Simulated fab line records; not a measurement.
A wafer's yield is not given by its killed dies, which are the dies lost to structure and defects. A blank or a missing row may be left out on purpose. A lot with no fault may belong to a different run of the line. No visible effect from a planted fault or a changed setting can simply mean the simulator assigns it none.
Which of the tools did it?    flow sky130    Sampling: 12 lots, 34 wafers, 5 of 708 route steps

WHAT EACH GAUGE READ, for each wafer
SKY_PWDE_TW_MEAS_10. Usual: PWDE_TW gives 375.2 (standard deviation 2.1).
lot   measured     on             PWDE_TW            flag
L239  day 4 02:05  film-metro-02  378.1 377.3 375.3  
L240  day 4 06:17  film-metro-02  377.8 376.1 376.8  
L241  day 4 14:45  film-metro-02  378.0 375.9 376.9  
L245  day 5 12:12  film-metro-01  370.7 370.1 372.3  
L247  day 5 20:43  film-metro-02  371.3 368.3        
L249  day 6 07:56  film-metro-03  366.9 376.2        
L254  day 7 12:27  film-metro-03  374.6 373.9 374.6  
L255  day 7 18:49  film-metro-03  374.9 373.5 373.6  
L260  day 8 22:26  film-metro-02  374.7 375.5 375.3  
L259  day 8 23:06  film-metro-03  375.9 374.6 376.8  
L261  day 9 03:30  film-metro-01  373.0 374.1 371.0  
L262  day 9 07:46  film-metro-02  375.2 374.2 375.1  

SKY_NWELL_RS_MEAS_31: measures by four-point-probe. Usual: PWDE_RS gives 5274 ohm/sq (standard deviation 16).
lot   measured      on             PWDE_RS (ohm/sq)     flag
L239  day 5 15:19   film-metro-03  5285 5290 5295       
L240  day 5 19:28   film-metro-03  5277 5289 5269       
L241  day 6 04:58   film-metro-01  5265 5269 5262       
L245  day 7 03:51   film-metro-01  5266 5256 5274       
L247  day 7 12:34   film-metro-02  5579 5589 5578 5584  OFF
L249  day 8 01:16   film-metro-02  5582 5264 5599 5256  OFF
L254  day 9 08:53   film-metro-02  5249 5267 5271       
L255  day 9 15:08   film-metro-02  5288 5286 5296       
L260  day 10 19:35  film-metro-01  5276 5260 5280       
L259  day 10 20:34  film-metro-03  5290 5319 5311       
L261  day 11 01:23  film-metro-02  5270 5270 5286       
L262  day 11 05:37  film-metro-03  5276 5278 5297       

SKY_LDD_LDN_OVL_MEAS_07. Usual: LDD_LDN_OVL gives -0.4 nm (standard deviation 1.4).
lot   measured      on          LDD_LDN_OVL (nm)  flag
L239  day 23 13:57  overlay-01  -0.1 0.1 -0.7     
L240  day 24 06:17  overlay-01  -2.5 -2.2 -0.8    
L241  day 24 23:40  overlay-01  -1.7 -1.1 -1.5    
L245  day 25 23:23  overlay-01  -0.4 -1.0 1.2     
L247  day 26 07:50  overlay-02  2.8 0.5           
L249  day 27 03:29  overlay-01  -2.5 -1.6         
L254  day 28 20:06  overlay-01  0.1 1.8 1.4       
L255  day 29 02:34  overlay-02  2.3 2.7 1.1       
L260  day 30 16:47  overlay-02  -1.1 0.6 -1.4     
L259  day 30 15:43  overlay-01  -2.6 -2.6 -0.9    
L261  day 31 00:28  overlay-02  2.0 -0.1 1.4      
L262  day 31 02:35  overlay-02  0.0 1.8 0.5       

WHICH TOOL RAN EACH LOT (tool, then ch and the chambers of the sampled wafers, then the start)
lot   SKY_PWDE_IMPLANT_08             SKY_VT_ADJUST_HVTP_DEHYDRATE_00
L239  implanter-04 ch 0, day 4 01:51  litho-track-04 ch 0, day 6 00:19
L240  implanter-04 ch 0, day 4 06:02  litho-track-01 ch 0, day 6 05:02
L241  implanter-04 ch 0, day 4 14:30  litho-track-02 ch 0, day 6 14:01
L245  implanter-04 ch 0, day 5 11:57  litho-track-01 ch 0, day 7 13:38
L247  implanter-04 ch 0, day 5 20:29  litho-track-04 ch 0, day 7 23:34
L249  implanter-04 ch 0, day 6 07:42  litho-track-04 ch 0, day 8 11:25
L254  implanter-03 ch 0, day 7 12:14  litho-track-02 ch 0, day 9 19:22
L255  implanter-03 ch 0, day 7 18:35  litho-track-01 ch 0, day 10 02:06
L260  implanter-02 ch 0, day 8 22:11  litho-track-02 ch 0, day 11 06:34
L259  implanter-04 ch 0, day 8 22:53  litho-track-04 ch 0, day 11 07:14
L261  implanter-04 ch 0, day 9 03:15  litho-track-04 ch 0, day 11 13:05
L262  implanter-04 ch 0, day 9 07:33  litho-track-01 ch 0, day 11 17:20
- SKY_PWDE_IMPLANT_08
- SKY_VT_ADJUST_HVTP_DEHYDRATE_00: time 60 s.

AS READ BY THE TOOLS THEMSELVES (means over the sampled wafers that have a number; for cases with no such wafer, the mark the record gives instead)
The record holds no such reading with a usual standard deviation.

THE ANSWER, worked out from the rows above alone
Rule: a lot is off if the mean of its wafers that have a number lies more than 3 standard deviations from the usual mean. Also off: a lot with no number at a reading for which 4 or more lots have one. The other lots that the step has rows for count as sound. First the gauges in route order, then the tools' own readings, where a lot's mean is used as printed above. At the first step where some lot is off, the reading lying furthest off is the one used; lots without a number count as furthest.
Off: at SKY_NWELL_RS_MEAS_31 (PWDE_RS), L247, L249.
A tool fits if, at a process step before that reading, it ran every lot that is off, and no sound lot after the first of them. Gauges at SKY_NWELL_RS_MEAS_31: tried the same way as those tools. Of those tried, none fits.

WHAT THE SIMULATOR HAD PUT IN
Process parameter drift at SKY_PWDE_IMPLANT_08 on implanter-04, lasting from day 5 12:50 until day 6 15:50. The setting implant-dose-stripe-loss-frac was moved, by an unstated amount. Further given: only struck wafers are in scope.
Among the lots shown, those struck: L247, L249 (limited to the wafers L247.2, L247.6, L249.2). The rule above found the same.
